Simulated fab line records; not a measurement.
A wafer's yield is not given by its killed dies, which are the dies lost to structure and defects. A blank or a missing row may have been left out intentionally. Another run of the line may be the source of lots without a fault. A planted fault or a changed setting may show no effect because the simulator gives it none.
2 desks, one fault :: flow gf180mcu :: every desk sees just its own numbers, and what lay behind them comes last

THE METROLOGY DESK
Lot by lot, what the gauges showed, no matter which tool ran the lot: averages of those sampled wafers that carry a number. If a lot's mean is further than 4 standard deviations from the usual mean, the lot is out of limits and carries the mark OUT (the distance appears in the brackets).
Columns: A = HV_LDD_4_TW at GF_HV_LDD_TW_MEAS_50, usual 569
lot: L104
first seen here: day 12 09:15
A: 568

lot: L105
first seen here: day 12 13:51
A: 569

lot: L106
first seen here: day 13 01:33
A: 565

lot: L107
first seen here: day 13 09:49
A: 571

lot: L108
first seen here: day 13 19:53
A: 571

lot: L109
first seen here: day 14 01:57
A: 574

lot: L117
first seen here: day 16 22:19
A: 558

lot: L119
first seen here: day 17 09:14
A: 572

lot: L120
first seen here: day 17 18:08
A: 566

lot: L123
first seen here: day 18 16:46
A: 572

lot: L124
first seen here: day 19 02:02
A: 571

lot: L126
first seen here: day 19 21:48
A: 561

lot: L127
first seen here: day 20 02:35
A: 571
This desk's verdict: no lot among the 13 shows anything out of limits.

FOR THE TOOL OWNER'S DESK: rie diel-01
The tool's own readings at GF_V1_ETCH_17 (etches SiO2 in C4F8/O2/Ar, stops on TiN, target depth 630 nm): means of the sampled wafers that have a number, for each lot that ran on this tool. If a lot's mean is further than 4 standard deviations from the usual mean, the lot is out of limits and carries the mark OUT (the distance appears in the brackets).
Columns: A = bias w at GF_V1_ETCH_17, usual 1200 W; B = oes product au at GF_V1_ETCH_17, usual 0.856 a.u.
lot: L106
first seen here: day 18 21:00
A: 1198
B: 0.854

lot: L107
first seen here: day 19 09:00
A: 1200
B: 0.860

lot: L117
first seen here: day 23 04:00
A: 1225 (+6.3) OUT
B: 0.857
This desk's verdict: out of limits on L117, starting with L117 at day 23 04:00 (bias w at GF_V1_ETCH_17). Within limits: L106, L107.

PUT TOGETHER
On L117, at day 23 04:00, an alarm was possible from the tool owner's desk.
From the metrology desk's view, nothing was out of limits.
The metrology desk holds a record of L117, inside its limits.
All the named lots went through GF_V1_ETCH_17 on rie diel-01.

WHAT HAD BEEN PUT IN BY THE SIMULATOR
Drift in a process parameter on rie diel-01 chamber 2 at GF_V1_ETCH_17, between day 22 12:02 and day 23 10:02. From 1200, the setting bias w moved by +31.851. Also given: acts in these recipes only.
Struck lots among those shown: L117.
How many hours passed from the start of the fault until each desk's first out-of-limits reading: the tool owner's desk, 16.
